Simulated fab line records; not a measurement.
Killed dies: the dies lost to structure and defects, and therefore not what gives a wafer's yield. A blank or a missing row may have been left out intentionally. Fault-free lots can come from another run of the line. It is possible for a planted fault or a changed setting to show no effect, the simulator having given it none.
Which tool did it?    flow sky130    10 lots with 30 wafers sampled at 5 steps, on a route of 708 steps

== WHAT THE GAUGES SHOWED, per wafer ==
SKY_METAL5_RS_MEAS_05: measures by four-point-probe.
lot   measured      on             METAL5_ALCU_RS (ohm/sq)
L627  day 44 08:46  film_metro-03  0.0272 0.0273 0.0276
L626  day 44 13:25  film_metro-02  0.0270 0.0274 0.0271
L631  day 45 12:23  film_metro-03  0.0276 0.0273 0.0277
L632  day 45 18:17  film_metro-03  0.0263 0.0265 0.0263
L633  day 46 00:29  film_metro-04  0.0270 0.0271 0.0271
L635  day 46 14:49  film_metro-04  0.0267 0.0270 0.0263
L637  day 46 23:58  film_metro-03  0.0272 0.0271 0.0290
L640  day 47 13:07  film_metro-02  0.0269 0.0288 0.0269
L644  day 48 16:54  film_metro-02  0.0269 0.0266 0.0265
L645  day 48 22:32  film_metro-04  0.0270 0.0270 0.0265

SKY_METAL5_THK_MEAS_06: measures by xrf.
lot   measured      on             METAL5_ALCU_THK (nm)
L627  day 44 08:53  film_metro-03  1132 1130 1126
L626  day 44 13:31  film_metro-02  1153 1134 1152
L631  day 45 12:31  film_metro-03  1114 1133 1116
L632  day 45 18:24  film_metro-03  1171 1169 1173
L633  day 46 00:35  film_metro-04  1145 1147 1144
L635  day 46 14:56  film_metro-04  1158 1147 1172
L637  day 47 00:05  film_metro-03  1134 1142 1067
L640  day 47 13:14  film_metro-02  1162 1078 1162
L644  day 48 17:01  film_metro-02  1154 1175 1176
L645  day 48 22:39  film_metro-04  1147 1150 1176

== WHICH TOOL RAN EACH LOT (tool, then ch and the chambers of the sampled wafers, then the start) ==
lot   SKY_VIA3_SPUTTER_20           SKY_METAL4_SPUTTER_00         SKY_METAL5_SPUTTER_02
L627  pvd_sputter-03, day 41 08:07  pvd_sputter-03, day 41 08:47  pvd_sputter-03, day 44 08:39
L626  pvd_sputter-01, day 41 11:21  pvd_sputter-03, day 41 12:01  pvd_sputter-01, day 44 13:15
L631  pvd_sputter-02, day 42 11:44  pvd_sputter-04, day 42 12:23  pvd_sputter-01, day 45 12:17
L632  pvd_sputter-03, day 42 19:29  pvd_sputter-01, day 42 20:08  pvd_sputter-02, day 45 18:10
L633  pvd_sputter-03, day 43 01:50  pvd_sputter-04, day 43 02:30  pvd_sputter-01, day 46 00:19
L635  pvd_sputter-03, day 43 15:37  pvd_sputter-01, day 43 16:17  pvd_sputter-03, day 46 14:43
L637  pvd_sputter-02, day 44 03:34  pvd_sputter-01, day 44 04:14  pvd_sputter-03, day 46 23:51
L640  pvd_sputter-02, day 44 17:47  pvd_sputter-01, day 44 18:27  pvd_sputter-03, day 47 13:00
L644  pvd_sputter-02, day 46 01:25  pvd_sputter-04, day 46 02:05  pvd_sputter-01, day 48 16:47
L645  pvd_sputter-03, day 46 08:58  pvd_sputter-04, day 46 09:38  pvd_sputter-02, day 48 22:24
- SKY_VIA3_SPUTTER_20: material TiN, target thk 20 nm, time 80 s.
- SKY_METAL4_SPUTTER_00: material Ti, target thk 15 nm, time 10 s.
- SKY_METAL5_SPUTTER_02: material AlCu, target thk 1150 nm, time 61.2 s.

== AS READ BY THE TOOLS THEMSELVES (means over the sampled wafers that have a number; for cases with no such wafer, the mark the record gives instead) ==
SKY_VIA3_SPUTTER_20.
lot   tool            throttle_valve_pct (%)
L627  pvd_sputter-03  30.1
L626  pvd_sputter-01  30.0
L631  pvd_sputter-02  30.9
L632  pvd_sputter-03  30.0
L633  pvd_sputter-03  30.4
L635  pvd_sputter-03  30.5
L637  pvd_sputter-02  31.0
L640  pvd_sputter-02  30.9
L644  pvd_sputter-02  31.3
L645  pvd_sputter-03  30.3

SKY_METAL4_SPUTTER_00.
lot   tool            throttle_valve_pct (%)
L627  pvd_sputter-03  30.2
L626  pvd_sputter-03  29.7
L631  pvd_sputter-04  29.3
L632  pvd_sputter-01  29.6
L633  pvd_sputter-04  29.1
L635  pvd_sputter-01  29.5
L637  pvd_sputter-01  30.6
L640  pvd_sputter-01  29.8
L644  pvd_sputter-04  29.0
L645  pvd_sputter-04  29.0

SKY_METAL5_SPUTTER_02.
lot   tool            throttle_valve_pct (%)
L627  pvd_sputter-03  30.1
L626  pvd_sputter-01  31.2
L631  pvd_sputter-01  30.6
L632  pvd_sputter-02  31.4
L633  pvd_sputter-01  29.3
L635  pvd_sputter-03  30.2
L637  pvd_sputter-03  30.2
L640  pvd_sputter-03  30.1
L644  pvd_sputter-01  30.7
L645  pvd_sputter-02  31.0

== THE ANSWER, worked out from the rows above alone ==
Rule: what is usual is taken from the lots themselves. The widest of any qualifying gaps counts: lots, ordered by their means at a reading, are off when they make up no more than a third of the lots, leave a main group of 4 or more, and stand apart from it by 3 or more times the standard deviation of that group's means. A main group is skipped when, at the precision printed for the reading in the tables above, its means are all equal. Also off: a lot with no number at a reading for which 4 or more lots have one. The other lots that the step has rows for count as sound. Order of review: gauges by route order, followed by the tools' own readings, for which a lot's mean as printed above is used. The first step at which some lot is off is used, and at that step the reading that is off furthest; a lot without a number counts as furthest.
Nothing can be told from this: no lot is off at any reading shown.

== WHAT HAD BEEN PUT IN BY THE SIMULATOR ==
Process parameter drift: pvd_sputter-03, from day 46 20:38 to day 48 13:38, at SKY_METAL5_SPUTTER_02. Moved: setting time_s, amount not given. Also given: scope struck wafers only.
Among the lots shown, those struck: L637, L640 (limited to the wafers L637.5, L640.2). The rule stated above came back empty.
